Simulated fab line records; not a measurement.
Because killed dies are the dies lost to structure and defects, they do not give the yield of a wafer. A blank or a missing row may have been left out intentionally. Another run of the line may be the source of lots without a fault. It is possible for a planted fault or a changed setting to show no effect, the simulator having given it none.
The tool behind it: which one? -- flow gf180mcu -- 7 lots (21 wafers sampled), 1 step of a 602-step route

## WHAT THE GAUGES READ, wafer by wafer
GF_MVPSD_OVL_MEAS_07.
lot,measured,on,MVPSD_OVL (nm)
L147,day 5 06:13,overlay-01,0.2 0.2 -0.5
L149,day 5 19:13,overlay-01,1.4 0.2 -0.2
L150,day 6 11:46,overlay-01,0.5 2.0 1.8
L153,day 6 19:31,overlay-02,-1.4 -1.5 -0.6
L155,day 7 09:22,overlay-01,-1.9 -1.1 -0.3
L163,day 9 05:46,overlay-02,0.2 0.9 0.9
L165,day 9 16:31,overlay-02,0.0 0.1 0.7

## WHAT TOOL EACH LOT RAN ON (gives the tool, then ch and the chambers of the sampled wafers, and finally the start)
The record holds no process step before these readings.

## THE ANSWER, worked out from the rows above alone
Rule: what is usual is taken from the lots themselves. The widest of any qualifying gaps counts: lots, ordered by their means at a reading, are off when they make up no more than a third of the lots, leave a main group of 4 or more, and stand apart from it by 3 or more times the standard deviation of that group's means. If all means in a main group match to the digits the tables above print for the reading, that group is not used. Also off: a lot with no number at a reading for which 4 or more lots have one. Where the step has rows for the other lots, those lots are counted as sound.
None of the lots is off at any reading shown; this tells nothing.

## WHAT THE SIMULATOR HAD INSERTED
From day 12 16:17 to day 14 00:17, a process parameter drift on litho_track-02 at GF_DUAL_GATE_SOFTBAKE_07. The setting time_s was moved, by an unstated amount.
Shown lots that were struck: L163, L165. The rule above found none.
